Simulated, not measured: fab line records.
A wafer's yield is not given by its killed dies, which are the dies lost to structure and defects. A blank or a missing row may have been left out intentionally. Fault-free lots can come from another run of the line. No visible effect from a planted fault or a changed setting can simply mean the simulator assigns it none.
Which tool is to blame?    flow gf180mcu    6 lots, 18 wafers sampled, at 2 steps of a route of 602

== WHAT THE GAUGES SHOWED, per wafer ==
GF_MIM_THK_MEAS_06.
lot   measured      on             MIM_CVD_05_THK (nm)
L624  day 25 07:15  film metro-01  40.8 41.2 41.2
L626  day 26 03:55  film metro-03  41.9 41.8 42.1
L628  day 26 22:53  film metro-03  41.8 42.1 41.3
L634  day 28 14:42  film metro-03  42.0 42.7 43.6
L638  day 29 22:47  film metro-04  41.7 42.8 42.6
L646  day 31 21:09  film metro-03  40.7 41.9 41.6

== WHICH TOOL RAN EACH LOT (tool, then ch and the chambers of the sampled wafers, then the start) ==
lot   GF_V4_CVD_23
L624  cvd w-01 ch 0,1, day 25 06:24
L626  cvd w-01 ch 0, day 26 03:01
L628  cvd w-02 ch 0,1, day 26 22:02
L634  cvd w-01 ch 0,1, day 28 13:52
L638  cvd w-02 ch 0,1, day 29 21:52
L646  cvd w-02 ch 0,1, day 31 20:17
- GF_V4_CVD_23: deposits W, target thk 350 nm, time 104.9 s.

== THE ANSWER, worked out from the rows above alone ==
Rule: what is usual is taken from the lots themselves. The widest of any qualifying gaps counts: lots, ordered by their means at a reading, are off when they make up no more than a third of the lots, leave a main group of 4 or more, and stand apart from it by 3 or more times the standard deviation of that group's means. A main group is skipped when, at the precision printed for the reading in the tables above, its means are all equal. Also off: a lot with no number at a reading for which 4 or more lots have one. All remaining lots with rows at the step are treated as sound.
No lot is off on any of the readings shown, so nothing can be concluded from this.

== WHAT THE SIMULATOR HAD INSERTED ==
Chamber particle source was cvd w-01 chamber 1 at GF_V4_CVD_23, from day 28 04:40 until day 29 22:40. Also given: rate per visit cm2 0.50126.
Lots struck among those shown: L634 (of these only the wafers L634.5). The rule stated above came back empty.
